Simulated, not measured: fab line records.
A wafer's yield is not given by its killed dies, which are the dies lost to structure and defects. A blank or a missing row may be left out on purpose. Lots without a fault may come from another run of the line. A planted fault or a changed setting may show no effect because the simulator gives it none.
Which of the tools did it? / flow gf180mcu / 24 wafers sampled from 9 lots at 1 step of a route of 602

WHAT EACH GAUGE READ, for each wafer
GF_STI_CD_MEAS_12: the cd target is 220 nm.
lot=L707; measured=day 2 01:05; on=cd sem-02; cd nm (nm)=219.9 219.5 219.8
lot=L708; measured=day 2 07:02; on=cd sem-01; cd nm (nm)=222.4 221.9 221.6
lot=L716; measured=day 3 22:58; on=cd sem-01; cd nm (nm)=219.0 218.3
lot=L717; measured=day 4 04:43; on=cd sem-02; cd nm (nm)=220.8 220.6
lot=L718; measured=day 4 11:16; on=cd sem-02; cd nm (nm)=220.8 221.2
lot=L719; measured=day 4 14:17; on=cd sem-02; cd nm (nm)=218.9 218.5 219.9
lot=L721; measured=day 5 01:36; on=cd sem-02; cd nm (nm)=221.0 219.9 221.9
lot=L724; measured=day 5 16:46; on=cd sem-02; cd nm (nm)=219.1 219.8 218.3
lot=L727; measured=day 6 08:49; on=cd sem-02; cd nm (nm)=217.2 218.9 217.7

WHICH TOOL RAN EACH LOT (tool, then ch and the chambers of the sampled wafers, then the start)
No process step before these readings appears in the record.

THE ANSWER, worked out from the rows above alone
Rule: the lots themselves supply what counts as usual. Put in order of their means at a reading, lots are off if they are a third of the lots or fewer, leave a main group of 4 or more, and stand apart from it by a gap of 3 or more times the standard deviation of the main group's means; of several such gaps the widest counts. A main group whose means are all the same, to the digits that the tables above print for the reading, isn't used. Also off: a lot with no number at a reading for which 4 or more lots have one. All remaining lots with rows at the step are treated as sound.
Nothing can be told from this: no lot is off at any reading shown.

WHAT THE SIMULATOR HAD INSERTED
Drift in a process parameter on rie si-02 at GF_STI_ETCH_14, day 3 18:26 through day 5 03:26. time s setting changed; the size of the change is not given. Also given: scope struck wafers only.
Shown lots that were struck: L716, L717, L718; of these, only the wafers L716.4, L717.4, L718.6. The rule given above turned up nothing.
